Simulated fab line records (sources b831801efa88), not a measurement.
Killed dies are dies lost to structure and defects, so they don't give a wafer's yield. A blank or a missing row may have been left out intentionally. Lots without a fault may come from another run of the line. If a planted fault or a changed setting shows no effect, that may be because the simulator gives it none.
Commonality check across tools + flow sky130 + Lots sampled 12, wafers sampled 36

WHY IT WAS OPENED
On 2 of the 12 lots, a flag is raised at SKY_LI_CONTACT_CD_MEAS_12 on the reading cd nm. No-fault wafers: 170.5 nm, standard deviation 1.8.
Rule: a lot gets a flag if all its wafers with a number sit over 4 standard deviations from that mean, or if no wafer of it has a number. As for the other lots, they are considered sound.

| lot  | measured     | on        | cd nm (nm), wafer by wafer | flag    |
|------|--------------|-----------|----------------------------|---------|
| L446 | day 29 00:05 | cd sem-02 | 170.9 169.7 168.9          |         |
| L449 | day 30 05:13 | cd sem-02 | 172.4 172.5 171.9          |         |
| L452 | day 31 21:00 | cd sem-01 | 170.2 171.0 169.7          |         |
| L453 | day 32 03:45 | cd sem-02 | 171.0 169.6 170.1          |         |
| L455 | day 32 19:29 | cd sem-02 | 172.6 172.8 173.0          |         |
| L461 | day 33 23:56 | cd sem-02 | 169.4 170.5 168.7          |         |
| L460 | day 34 03:29 | cd sem-01 | 171.0 171.7 171.5          |         |
| L463 | day 34 20:30 | cd sem-02 | 172.5 172.2 171.6          |         |
| L464 | day 35 01:19 | cd sem-02 | 161.5 153.0 150.1          | FLAGGED |
| L466 | day 35 11:26 | cd sem-01 | 156.0 114.1 116.2          | FLAGGED |
| L467 | day 35 18:04 | cd sem-02 | 169.0 169.4 168.4          |         |
| L468 | day 36 01:37 | cd sem-01 | 169.5 171.1 168.3          |         |
Average over the flagged lots: 141.8 nm; offset from the usual -28.7 nm, equal to -16 standard deviations.

WHICH TOOL RAN EACH LOT
Before the reading, the record contains 2 process steps out of a 708-step route. Read each cell as the tool, then ch plus the chambers that the sampled wafers visited, then the start.
| lot  | flag    | SKY_LDD_N_STRIP_16                   | SKY_LI_CONTACT_EXPOSE_09          |
|------|---------|--------------------------------------|-----------------------------------|
| L446 |         | plasma asher-03 ch 0,1, day 17 16:36 | krf scanner-02 ch 0, day 28 09:52 |
| L449 |         | plasma asher-03 ch 0,1, day 19 02:17 | krf scanner-01 ch 0, day 29 15:52 |
| L452 |         | plasma asher-02 ch 0,1, day 20 21:55 | krf scanner-01 ch 0, day 31 08:05 |
| L453 |         | plasma asher-01 ch 0,1, day 21 03:53 | krf scanner-02 ch 0, day 31 14:20 |
| L455 |         | plasma asher-02 ch 0,1, day 21 21:57 | krf scanner-02 ch 0, day 32 06:53 |
| L461 |         | plasma asher-01 ch 0, day 23 07:23   | krf scanner-01 ch 0, day 33 12:08 |
| L460 |         | plasma asher-03 ch 0,1, day 23 13:00 | krf scanner-01 ch 0, day 33 15:28 |
| L463 |         | plasma asher-03 ch 0,1, day 24 05:03 | krf scanner-02 ch 0, day 34 08:06 |
| L464 | FLAGGED | plasma asher-02 ch 0,1, day 24 11:01 | krf scanner-01 ch 0, day 34 13:46 |
| L466 | FLAGGED | plasma asher-01 ch 0,1, day 25 03:22 | krf scanner-01 ch 0, day 35 00:07 |
| L467 |         | plasma asher-02 ch 0,1, day 25 08:04 | krf scanner-02 ch 0, day 35 04:03 |
| L468 |         | plasma asher-02 ch 0,1, day 25 16:17 | krf scanner-02 ch 0, day 35 12:35 |
These steps, and what they do:
- SKY_LDD_N_STRIP_16: strips in O2/N2.
- SKY_LI_CONTACT_EXPOSE_09: exposes mask LICM1, target cd 170 nm.
- SKY_LI_CONTACT_CD_MEAS_12: target cd 170 nm.

FLAGGED OVER TOTAL, TOOL BY TOOL (the gauges that took the reading come last)
| step                      | tool            | lots run | flagged | share of the flagged lots | sound lots run after its first flagged lot |
|---------------------------|-----------------|----------|---------|---------------------------|--------------------------------------------|
| SKY_LDD_N_STRIP_16        | plasma asher-01 | 3        | 1       | some                      | 0                                          |
| SKY_LDD_N_STRIP_16        | plasma asher-02 | 5        | 1       | some                      | 2 (L467,L468)                              |
| SKY_LDD_N_STRIP_16        | plasma asher-03 | 4        | 0       | none                      | -                                          |
| SKY_LI_CONTACT_EXPOSE_09  | krf scanner-01  | 6        | 2       | all                       | 0                                          |
| SKY_LI_CONTACT_EXPOSE_09  | krf scanner-02  | 6        | 0       | none                      | -                                          |
| SKY_LI_CONTACT_CD_MEAS_12 | cd sem-01       | 4        | 1       | some                      | 1 (L468)                                   |
| SKY_LI_CONTACT_CD_MEAS_12 | cd sem-02       | 8        | 1       | some                      | 1 (L467)                                   |

THE TABLE: WHAT IT ALLOWS
In the table, 1 row covers all flagged lots: krf scanner-01 at SKY_LI_CONTACT_EXPOSE_09.
- krf scanner-01 at SKY_LI_CONTACT_EXPOSE_09: 2 of its 6 lots flagged. A fault beginning between L460 (day 33 15:28), its last sound lot, and L464 (day 34 13:46), its first flagged one, fits the data.
One tool is left: krf scanner-01 at SKY_LI_CONTACT_EXPOSE_09.

WHAT THE SIMULATOR HAD PUT IN
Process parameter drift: krf scanner-01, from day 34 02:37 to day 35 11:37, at SKY_LI_CONTACT_EXPOSE_09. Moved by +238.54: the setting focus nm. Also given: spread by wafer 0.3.
Shown lots that were struck: L464, L466. Same finding as the rule above.
